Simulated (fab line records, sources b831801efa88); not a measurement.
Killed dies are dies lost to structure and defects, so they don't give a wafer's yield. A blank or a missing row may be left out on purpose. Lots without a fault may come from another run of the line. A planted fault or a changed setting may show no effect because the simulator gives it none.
fab line records | flow sfq_line
record lots=5 wafers=15 last_day=92
route steps=325 shown I4@170 JJ@178 M5@198 A5B@209 R5@225
lots that met no fault: from a run of the same line without faults
start_h: hours from the record's first day to the start of the lot's first wafer shown | wait_h: hours since the lot's step before | " the same as in the row above | L1.1+2: a row that stands for several wafers | - no value, or no start given | * or withheld: withheld | < > ~ a bound
route shown NAME@n: a module of which the file shows steps, and the number in the route of the first | usual: mean/standard deviation of fault-free wafers | same: alike in all rows | chamber/n: place in a boat | sites: the reading at each site | _std_site: their standard deviation | _edge_site: outer sites' mean less inner sites' | radius_mm: how far each site lies from the wafer's centre | mask NAME#n: copy n | behind: the tool/chamber that last shaped the wafer | hold: why the lot was held/for how many hours/how that ended | device: the transistor (n, p or np) that didn't switch | end of line: the same wafers' tests at the end of the route | a step without rows: its recipe alone | killed: dies lost to structure and defects at the first sort, not the wafer's yield | map: a wafer's dies, x killed, . not, _ none there
set.NAME: the setting as run; set.NAME@STEP: as run at that earlier step | model.NAME: the simulator's own value behind a step, which no gauge read
lots at some steps of the route; a table a step, a row a wafer
services: from which hour (start_h, from the record's first day; less than 0 if before it) a tool's chamber was out of use, for how many hours, and why
## steps
# step SFQ_TRILAYER_I4_VIA_LITHO_EXPOSE_104
# recipe mask_id=I4 na=0.6 source_shape=conventional sigma_outer=0.65 target_cd_nm=700 dose_mj=21.3
# step SFQ_TRILAYER_I4_VIA_LITHO_PEB_106
# recipe peb_temp_c=115 peb_time_s=60 resist=KrF
# step SFQ_TRILAYER_I4_VIA_LITHO_DEVELOP_105
# recipe time_s=60 resist=KrF
# step SFQ_I4_OVL_MEAS_928
# usual I4_OVL=-3/5.5
# columns lot.wafer tool chamber start_h wait_h I4_OVL[nm]
L906.3 overlay-02 - 1357.67 0.1 -4
L906.4 " - " " -7
L906.6 " - " " -9
L912.1 overlay-02 - 1520.19 0.1 -1
L912.2 " - " " -3
L912.3 " - " " 1
L917.1 overlay-01 - 1559.59 0.1 -2
L917.4 " - " " -8
L917.6 " - " " -13
L923.1 overlay-01 - 1594.45 0.1 -10
L923.2 " - " " 0
L923.5 " - " " -8
L924.1 overlay-02 - 1599.35 0.1 2
L924.2 " - " " -2
L924.4 " - " " -1
# step SFQ_TRILAYER_I4_VIA_BARC_OPEN_VIA_ETCH_146
# recipe mask_material=PR chemistry=O2 target_depth_nm=125 target=BARC source_w=500 bias_w=80 pressure_mtorr=30 time_s=41.7
# usual chamber_pressure_mTorr=30.001/0.028 drypump_motor_current_A=5.6/0.38 oes_product_au=0.686/0.0043 rf_fwd_power_W=493.9/2.1
# columns lot.wafer tool chamber start_h wait_h chamber_pressure_mTorr drypump_motor_current_A oes_product_au rf_fwd_power_W rf_hours_counter_h
L906.3 rie_diel-04 3 1357.70 0.0 29.942 5.7 0.685 496.7 15
L906.4 " 2 " " 29.987 5.4 0.682 493.2 18
L906.6 " 1 " " 29.986 5.2 0.688 493.8 -
L912.1 rie_diel-02 0 1520.23 0.0 30.030 5.9 0.678 489.5 7
L912.2 " 2 " " 29.985 6.0 0.684 495.4 2
L912.3 " 3 " " 29.984 6.2 0.685 495.3 9
L917.1 rie_diel-01 2 1559.63 0.0 29.989 5.7 0.688 493.2 3
L917.4 " 1 " " 30.005 6.0 0.683 496.4 7
L917.6 " 3 " " 30.013 4.8 0.681 495.2 -
L923.1 rie_diel-04 0 1594.48 0.0 30.038 5.9 0.688 497.4 17
L923.2 " 2 " " 30.027 5.4 0.678 494.9 1
L923.5 " 0 " " 29.998 5.8 0.680 495.5 -
L924.1 rie_diel-02 3 1599.38 0.0 30.004 6.2 0.679 493.5 10
L924.2 " 2 " " 30.027 6.0 0.685 493.5 3
L924.4 " 0 " " 30.026 5.9 0.689 489.6 8
# step SFQ_TRILAYER_I4_VIA_ETCH_VIA_ETCH_106
# recipe target=SiO2 stop_on=Nb mask_material=PR taper_deg=20 chemistry=CHF3 target_depth_nm=260 source_w=500 bias_w=80 pressure_mtorr=30 time_s=withheld
# usual chamber_pressure_mTorr=29.997/0.026 drypump_motor_current_A=5.6/0.38 oes_product_au=0.851/0.0047 rf_fwd_power_W=497.8/1.6
# columns lot.wafer tool chamber start_h wait_h chamber_pressure_mTorr drypump_motor_current_A oes_product_au rf_fwd_power_W
L906.3 rie_diel-04 3 1357.74 0.0 29.976 5.6 0.851 500.4
L906.4 " 2 " " 29.969 5.4 0.845 496.7
L906.6 " 1 " " 29.991 5.2 0.851 494.4
L912.1 rie_diel-02 0 1520.27 0.0 30.026 5.8 0.862 497.1
L912.2 " 2 " " 29.994 6.0 0.850 497.6
L912.3 " 3 " " 29.971 6.2 0.847 499.8
L917.1 rie_diel-01 2 1559.67 0.0 29.955 5.7 0.848 493.7
L917.4 " 1 " " 29.991 6.0 0.852 499.0
L917.6 " 3 " " 29.953 4.9 0.851 496.7
L923.1 rie_diel-04 0 1594.52 0.0 29.970 5.8 0.853 500.3
L923.2 " 2 " " 29.997 5.4 0.851 498.3
L923.5 " 0 " " 29.981 5.8 0.848 498.6
L924.1 rie_diel-02 3 1599.42 0.0 30.009 6.2 0.847 496.0
L924.2 " 2 " " 29.976 6.0 0.856 500.1
L924.4 " 0 " " 30.030 5.9 0.837 497.5
# step SFQ_TRILAYER_I4_VIA_STRIP_STRIP_107
# recipe gas=O2 power_w=200 platen_temp_c=40 overash_fraction=0.65 chemistry=O2 pressure_mtorr=50
# step SFQ_TRILAYER_I4_VIA_STRIP_SOLV_CLEAN_108
# recipe chemistry=NMP temp_c=70 time_s=600
# step SFQ_TRILAYER_JJ_TRILAYER_DEP_PRE_CLEAN_113
# recipe gas=Ar time_s=22.5 bias_v=250
# step SFQ_TRILAYER_JJ_TRILAYER_DEP_SPUTTER_109
# recipe material=Nb base_pressure_pa=1.33e-06 chamber_pressure_pa=0.1333 substrate_temp_c=20 target_thk_nm=150 power_w=2000 time_s=100
# step SFQ_TRILAYER_JJ_TRILAYER_DEP_SPUTTER_110
# recipe material=Al base_pressure_pa=1.33e-06 target_thk_nm=8 power_w=500 time_s=10 chamber_pressure_pa=0.4
# step SFQ_TRILAYER_JJ_TRILAYER_DEP_AL_OXIDATION_111
# recipe pressure_mbar=0.014667 oxidation_time_s=600 temperature_k=293
# step SFQ_TRILAYER_JJ_TRILAYER_DEP_SPUTTER_112
# recipe material=Nb base_pressure_pa=1.33e-06 chamber_pressure_pa=0.1333 substrate_temp_c=20 target_thk_nm=170 power_w=2000 time_s=113.3
# usual throttle_valve_pct=30.1/1.2
# columns lot.wafer tool chamber start_h wait_h throttle_valve_pct model.Nb_of_TRILAYER_JJ_TRILAYER_DEP_SPUTTER_112.thk_nm
L906.3 pvd_sputter-03 - 1359.75 0.5 27.7 168.6
L906.4 " - " " 30.6 172.1
L906.6 " - " " 29.6 169.6
L912.1 pvd_sputter-05 - 1522.28 0.5 31.5 173.4
L912.2 " - " " 31.0 177.5
L912.3 " - " " 28.2 174.4
L917.1 pvd_sputter-03 - 1561.68 0.5 29.5 124
L917.4 " - " " 27.8 172.1
L917.6 " - " " 29.7 124.8
L923.1 pvd_sputter-06 - 1596.54 0.5 29.6 170.1
L923.2 " - " " 31.2 170.5
L923.5 " - " " 30.9 169.4
L924.1 pvd_sputter-05 - 1601.44 0.5 31.2 172.1
L924.2 " - " " 31.3 176
L924.4 " - " " 31.4 172.3
# step SFQ_JJ_RS_MEAS_929
# recipe thk_meas_gauge=four-point-probe reads=Nb_of_TRILAYER_JJ_TRILAYER_DEP_SPUTTER_112
# usual JJ_NB_RS=1.041/0.014
# columns lot.wafer tool chamber start_h wait_h JJ_NB_RS[ohm/sq]
L906.3 film_metro-01 - 1359.87 0.1 1.057
L906.4 " - " " 1.034
L906.6 " - " " 1.051
L912.1 film_metro-03 - 1522.36 0.0 1.029
L912.2 " - " " 1.006
L912.3 " - " " 1.026
L917.1 film_metro-01 - 1561.76 0.0 1.445
L917.4 " - " " 1.036
L917.6 " - " " 1.437
L923.1 film_metro-01 - 1596.62 0.0 1.049
L923.2 " - " " 1.045
L923.5 " - " " 1.054
L924.1 film_metro-01 - 1601.52 0.0 1.035
L924.2 " - " " 1.010
L924.4 " - " " 1.033
# step SFQ_TRILAYER_JJ_CE_LITHO_COAT_119
# recipe resist=BARC spin_rpm=3000 resist_thk_nm=62
# step SFQ_TRILAYER_JJ_CE_LITHO_COAT_114
# recipe resist=KrF spin_rpm=3000 resist_thk_nm=600
# step SFQ_TRILAYER_JJ_CE_LITHO_SOFTBAKE_118
# recipe temp_c=withheld time_s=withheld resist=KrF
# step SFQ_TRILAYER_JJ_CE_LITHO_EXPOSE_115
# recipe mask_id=J5 na=0.6 source_shape=conventional sigma_outer=0.65 target_cd_nm=700 dose_mj=14.4
# step SFQ_TRILAYER_JJ_CE_LITHO_PEB_117
# recipe peb_temp_c=115 peb_time_s=60 resist=KrF
# step SFQ_TRILAYER_JJ_CE_LITHO_DEVELOP_116
# recipe time_s=60 resist=KrF
# step SFQ_JJ_OVL_MEAS_931
# usual J5_OVL=-3/4.1
# columns lot.wafer tool chamber start_h wait_h J5_OVL[nm]
L906.3 overlay-02 - 1481.80 0.1 -3
L906.4 " - " " -9
L906.6 " - " " -3
L912.1 overlay-02 - 1620.95 0.1 -1
L912.2 " - " " -5
L912.3 " - " " 2
L917.1 overlay-01 - 1638.95 0.1 -3
L917.4 " - " " -10
L917.6 " - " " -4
L923.1 overlay-01 - 1661.75 0.1 -4
L923.2 " - " " -1
L923.5 " - " " -1
L924.1 overlay-01 - 1666.67 0.1 -1
L924.2 " - " " -7
L924.4 " - " " -3
# step SFQ_TRILAYER_JJ_CE_METRO_MEASURE_117
# step SFQ_TRILAYER_JJ_CE_BARC_OPEN_RIE_150
# recipe mask_material=PR chemistry=O2 target_depth_nm=240 target=BARC icp_w=600 bias_w=80 pressure_mtorr=10 time_s=80
# usual chamber_pressure_mTorr=9.999/0.01 drypump_motor_current_A=5.5/0.3 he_backside_leak_sccm=3.30/0.22 oes_product_au=0.538/0.0046 rf_fwd_power_W=596.0/2
# columns lot.wafer tool chamber start_h wait_h chamber_pressure_mTorr drypump_motor_current_A he_backside_leak_sccm oes_product_au rf_fwd_power_W rf_hours_counter_h
L906.3 rie_metal-04 0 1483.06 0.6 9.991 5.4 3.42 0.539 597.1 -
L906.4 " 1 " " 9.998 5.5 3.51 0.546 593.6 -
L906.6 " 0 " " 9.997 5.4 3.31 0.540 597.8 -
L912.1 rie_metal-01 0 1622.18 1.0 10.002 5.3 3.00 0.543 595.3 45
L912.2 " 1 " " 10.014 6.0 3.01 0.537 595.0 50
L912.3 " 1 " " 10.007 6.0 3.25 0.547 594.2 -
L917.1 rie_metal-04 0 1640.18 1.0 10.001 5.4 3.27 0.534 598.6 13
L917.4 " 1 " " 9.997 5.5 3.17 0.530 594.3 -
L917.6 " 1 " " 9.995 5.5 3.24 0.533 593.4 -
L923.1 rie_metal-01 0 1662.98 1.0 9.996 5.3 3.49 0.534 598.5 52
L923.2 " 1 " " 10.012 6.0 3.06 0.536 592.8 57
L923.5 " 0 " " 9.983 5.3 3.40 0.533 597.3 -
L924.1 rie_metal-04 1 1667.91 1.0 9.994 5.5 3.39 0.541 594.4 97
L924.2 " 0 " " 9.997 5.4 3.36 0.539 595.2 18
L924.4 " 0 " " 9.982 5.4 3.35 0.537 599.1 -
# step SFQ_TRILAYER_JJ_CE_ETCH_RIE_118
# recipe target=Nb stop_on=Al2O3 mask_material=PR taper_deg=13.257 over_etch_frac=0.15 time_s=97.7 chemistry=SF6 target_depth_nm=170 icp_w=600 bias_w=80 pressure_mtorr=10
# usual chamber_pressure_mTorr=10.001/0.0082 drypump_motor_current_A=5.5/0.3 he_backside_leak_sccm=3.32/0.2 oes_product_au=0.989/0.011 rf_fwd_power_W=596.6/1.8
# columns lot.wafer tool chamber start_h wait_h chamber_pressure_mTorr drypump_motor_current_A he_backside_leak_sccm oes_product_au rf_fwd_power_W rf_hours_counter_h
L906.3 rie_metal-04 0 1483.16 0.1 10.012 5.4 3.22 0.987 596.9 -
L906.4 " 1 " " 9.991 5.5 3.56 0.989 596.5 -
L906.6 " 0 " " 10.005 5.4 3.32 0.989 600.8 -
L912.1 rie_metal-01 0 1622.28 0.1 9.995 5.3 3.45 0.974 596.0 45
L912.2 " 1 " " 9.998 6.0 3.16 0.993 594.8 50
L912.3 " 1 " " 10.013 6.0 2.99 0.980 593.9 -
L917.1 rie_metal-04 0 1640.28 0.1 10.005 5.4 3.26 0.827 595.1 13
L917.4 " 1 " " 9.995 5.5 3.23 0.980 598.1 -
L917.6 " 1 " " 9.997 5.5 3.01 0.829 597.1 -
L923.1 rie_metal-01 0 1663.08 0.1 10.000 5.3 3.41 0.960 597.3 52
L923.2 " 1 " " 10.003 6.0 3.00 0.990 594.8 57
L923.5 " 0 " " 10.015 5.3 3.47 0.969 596.5 -
L924.1 rie_metal-04 1 1668.00 0.1 9.998 5.4 3.27 0.980 594.0 97
L924.2 " 0 " " 9.995 5.4 3.24 1.008 594.9 18
L924.4 " 0 " " 9.998 5.4 3.22 1.001 594.1 -
# step SFQ_TRILAYER_JJ_ANODIZE_ANODIZE_119
# recipe current_density_ma_cm2=withheld end_current_density_ma_cm2=withheld bath_temp_c=withheld
# step SFQ_TRILAYER_JJ_CE_STRIP_STRIP_120
# recipe gas=O2 power_w=200 platen_temp_c=40 overash_fraction=0.65 chemistry=O2 pressure_mtorr=50
# usual chamber_pressure_mTorr=50.00/0.044 drypump_motor_current_A=5.5/0.33 he_backside_leak_sccm=3.34/0.18 oes_product_au=0.999/0.017
# columns lot.wafer tool chamber start_h wait_h chamber_pressure_mTorr drypump_motor_current_A he_backside_leak_sccm oes_product_au rf_hours_counter_h
L906.3 rie_metal-03 1 1483.93 0.2 49.95 5.1 3.29 0.990 -
L906.4 " 0 " " 50.05 6.0 3.58 1.014 -
L906.6 " 0 " " 49.94 6.0 3.53 1.015 -
L912.1 rie_metal-04 1 1622.88 0.0 50.02 5.5 3.35 0.983 90
L912.2 " 0 " " 50.05 5.4 3.20 1.008 10
L912.3 " 0 " " 49.98 5.4 3.21 1.009 -
L917.1 rie_metal-01 0 1640.88 0.0 49.98 5.3 3.13 0.972 48
L917.4 " 0 " " 49.99 5.3 3.30 0.982 -
L917.6 " 1 " " 49.99 6.0 3.22 1.012 -
L923.1 rie_metal-04 0 1663.68 0.0 49.98 5.4 3.21 1.018 17
L923.2 " 1 " " 50.06 5.5 3.49 0.992 97
L923.5 " 1 " " 50.03 5.5 3.40 0.984 -
L924.1 rie_metal-04 1 1669.20 0.0 49.96 5.5 3.26 0.989 97
L924.2 " 0 " " 50.02 5.4 3.25 1.021 18
L924.4 " 0 " " 50.02 5.4 3.26 1.007 -
# step SFQ_TRILAYER_JJ_CE_STRIP_SOLV_CLEAN_121
# recipe chemistry=NMP temp_c=70 time_s=600
# step SFQ_TRILAYER_M5_LITHO_COAT_128
# recipe resist=BARC spin_rpm=3000 resist_thk_nm=62
# step SFQ_TRILAYER_M5_LITHO_COAT_123
# recipe resist=KrF spin_rpm=3000 resist_thk_nm=600
# step SFQ_TRILAYER_M5_LITHO_SOFTBAKE_127
# recipe temp_c=withheld time_s=withheld resist=KrF
# step SFQ_TRILAYER_M5_LITHO_EXPOSE_124
# recipe mask_id=M5 na=0.6 source_shape=conventional sigma_outer=0.65 target_cd_nm=700 dose_mj=14.4
# step SFQ_TRILAYER_M5_LITHO_PEB_126
# recipe peb_temp_c=115 peb_time_s=60 resist=KrF
# step SFQ_TRILAYER_M5_LITHO_DEVELOP_125
# recipe time_s=60 resist=KrF
# step SFQ_M5_OVL_MEAS_932
# usual M5_OVL=-4/5.3
# columns lot.wafer tool chamber start_h wait_h M5_OVL[nm]
L906.3 overlay-01 - 1593.26 0.1 -7
L906.4 " - " " -7
L906.6 " - " " -10
L912.1 overlay-02 - 1689.81 0.1 -5
L912.2 " - " " 5
L912.3 " - " " 0
L917.1 overlay-01 - 1714.89 0.1 8
L917.4 " - " " 5
L917.6 " - " " 3
L923.1 overlay-02 - 1757.17 0.1 -4
L923.2 " - " " -14
L923.5 " - " " -6
L924.1 overlay-01 - 1761.97 0.1 -3
L924.2 " - " " -6
L924.4 " - " " -3
# step SFQ_TRILAYER_M5_BARC_OPEN_METAL_ETCH_161
# recipe mask_material=PR chemistry=O2 target_depth_nm=125 target=BARC icp_w=600 bias_w=80 pressure_mtorr=10 time_s=41.7
# usual chamber_pressure_mTorr=10.000/0.0082 drypump_motor_current_A=5.7/0.43 he_backside_leak_sccm=3.35/0.21 oes_product_au=0.685/0.0047 rf_fwd_power_W=593/3
# columns lot.wafer tool chamber start_h wait_h chamber_pressure_mTorr drypump_motor_current_A he_backside_leak_sccm oes_product_au rf_fwd_power_W rf_hours_counter_h
L906.3 rie_metal-04 0 1593.30 0.0 10.013 5.4 3.24 0.684 593 -
L906.4 " 1 " " 10.000 5.5 3.46 0.680 594 -
L906.6 " 0 " " 10.004 5.4 3.20 0.691 595 -
L912.1 rie_metal-03 0 1690.30 0.5 10.002 6.0 3.53 0.681 594 98
L912.2 " 1 " " 10.008 5.2 3.25 0.687 593 83
L912.3 " 0 " " 9.993 5.9 3.64 0.685 595 -
L917.1 rie_metal-04 1 1714.92 0.0 9.982 5.5 3.26 0.680 592 102
L917.4 " 1 " " 9.994 5.5 3.35 0.681 595 -
L917.6 " 1 " " 10.010 5.5 3.20 0.687 592 -
L923.1 rie_metal-02 1 1757.21 0.0 10.010 6.3 3.05 0.679 590 31
L923.2 " 0 " " 10.006 5.6 3.36 0.685 592 5
L923.5 " 0 " " 10.010 5.5 3.40 0.684 589 -
L924.1 rie_metal-04 0 1762.01 0.0 9.993 5.4 3.26 0.688 596 30
L924.2 " 1 " " 9.997 5.5 2.94 0.690 591 109
L924.4 " 0 " " 10.001 5.4 3.22 0.697 597 -
# step SFQ_TRILAYER_M5_ETCH_METAL_ETCH_126
# recipe target=Nb stop_on=SiO2 mask_material=PR over_etch_frac=0.15 time_s=203.2 chemistry=Cl2/BCl3 target_depth_nm=265 icp_w=600 bias_w=80 pressure_mtorr=10
# step SFQ_TRILAYER_M5_STRIP_STRIP_127
# recipe gas=O2 power_w=200 platen_temp_c=40 overash_fraction=0.65 chemistry=O2 pressure_mtorr=50
# step SFQ_TRILAYER_M5_STRIP_SOLV_CLEAN_128
# recipe chemistry=NMP temp_c=70 time_s=600
# step SFQ_TRILAYER_A5B_DEP_PECVD_129
# recipe material=SiO2 temp_c=150 time_s=133.33 pressure_torr=2.4 rf_w=183.3 precursor=SiH4/N2O target_thk_nm=600
# step SFQ_TRILAYER_A5B_CMP_CMP_130
# recipe stop_on=Nb down_force_psi=3 platen_rpm=60 target_thk_nm=340.7
# step SFQ_TRILAYER_A5B_METRO_MEASURE_131
# step SFQ_TRILAYER_R5_ETCH_METAL_ETCH_139
# recipe stop_on=SiO2 mask_material=PR chemistry=Cl2 target_depth_nm=60 icp_w=600 bias_w=80 pressure_mtorr=10 time_s=40
# usual chamber_pressure_mTorr=9.999/0.0097 drypump_motor_current_A=5.7/0.42 he_backside_leak_sccm=3.40/0.25 oes_product_au=0.989/0.0091 rf_fwd_power_W=593/3
# columns lot.wafer tool chamber start_h wait_h chamber_pressure_mTorr drypump_motor_current_A he_backside_leak_sccm oes_product_au rf_fwd_power_W rf_hours_counter_h model.Nb_of_TRILAYER_JJ_TRILAYER_DEP_SPUTTER_112.thk_nm
L906.3 rie_metal-03 1 1639.99 0.0 9.998 5.1 3.32 0.998 594 - 158.5
L906.4 " 0 " " 9.999 5.9 3.41 0.998 595 - 161.8
L906.6 " 0 " " 9.993 5.9 3.40 0.998 597 - 159.2
L912.1 rie_metal-03 0 1712.13 0.0 9.987 5.9 3.76 0.996 596 102 163
L912.2 " 1 " " 10.003 5.2 3.22 0.996 592 86 167.4
L912.3 " 1 " " 9.998 5.2 3.39 0.996 593 - 164.4
L917.1 rie_metal-02 0 1816.52 0.0 10.003 5.5 3.47 0.994 585 13 113.9
L917.4 " 0 " " 9.995 5.6 3.64 0.998 585 - 162
L917.6 " 1 " " 10.008 6.3 3.27 0.990 592 - 114.6
L923.1 rie_metal-03 1 1856.48 0.0 9.998 5.2 3.28 0.985 597 110 160.1
L923.2 " 0 " " 9.986 5.9 3.68 0.995 595 118 160.2
L923.5 " 0 " " 9.989 5.9 3.89 0.994 598 - 159.2
L924.1 rie_metal-01 0 1860.08 0.0 10.000 5.3 3.28 0.984 592 77 162.3
L924.2 " 1 " " 10.008 6.0 3.46 1.002 593 82 165.8
L924.4 " 0 " " 9.991 5.3 3.13 0.975 592 - 162.7
## services
# columns tool chamber start_h hours kind
rie_diel-02 1 1366.58 17.3 repair
rie_diel-02 3 1369.40 6.6 repair
rie_diel-02 - 1373.92 14.6 pm
rie_diel-02 - 1389.09 0.1 repair
rie_metal-01 - 1420.82 0.2 repair
rie_metal-03 1 1430.64 24.1 repair
rie_diel-02 2 1438.70 3.2 repair
rie_diel-04 2 1444.93 9.9 repair
rie_metal-03 - 1447.47 2.8 pm
rie_metal-01 - 1474.81 1.4 pm
rie_diel-02 1 1508.06 8.3 repair
rie_diel-04 - 1522.00 15.6 pm
rie_diel-02 - 1531.52 0.2 repair
rie_metal-03 - 1600.04 2.0 repair
rie_diel-02 - 1612.04 21.4 repair
rie_metal-03 - 1622.14 0.2 repair
rie_metal-04 - 1642.61 1.8 repair
rie_diel-04 2 1649.89 8.6 repair
rie_metal-04 - 1679.48 15.6 pm
rie_diel-02 - 1735.07 0.2 repair
rie_metal-01 0 1752.37 4.8 repair
rie_metal-01 - 1773.49 4.3 pm
rie_metal-03 0 1786.01 32.8 repair
rie_metal-04 - 1843.62 1.9 repair
## key
first_sign step=SFQ_JJ_RS_MEAS_929 reading=JJ_NB_RS direction=up sigmas=28 usual=1.041 struck=1.441
effect step=SFQ_TRILAYER_JJ_CE_ETCH_RIE_118 reading=oes_product_au direction=down sigmas=14 usual=0.989 struck=0.828
model_effect step=SFQ_TRILAYER_JJ_TRILAYER_DEP_SPUTTER_112 value=Nb_of_TRILAYER_JJ_TRILAYER_DEP_SPUTTER_112.thk_nm without=174 struck=124.4
model_effect step=SFQ_TRILAYER_R5_ETCH_METAL_ETCH_139 value=Nb_of_TRILAYER_JJ_TRILAYER_DEP_SPUTTER_112.thk_nm without=163.9 struck=114.3
met_at SFQ_TRILAYER_JJ_TRILAYER_DEP_SPUTTER_112
struck_wafers L917.1,L917.6
onset_between 1359.75 1561.68
fault kind=process_parameter_drift tool=pvd_sputter-03 chamber=- onset_h=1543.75 steps=SFQ_TRILAYER_JJ_TRILAYER_DEP_SPUTTER_112 channel=target_thk_nm offset=-49.617 shape=step end_h=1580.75 scope=struck_wafers_only acts_in=these_recipes_only stated=170
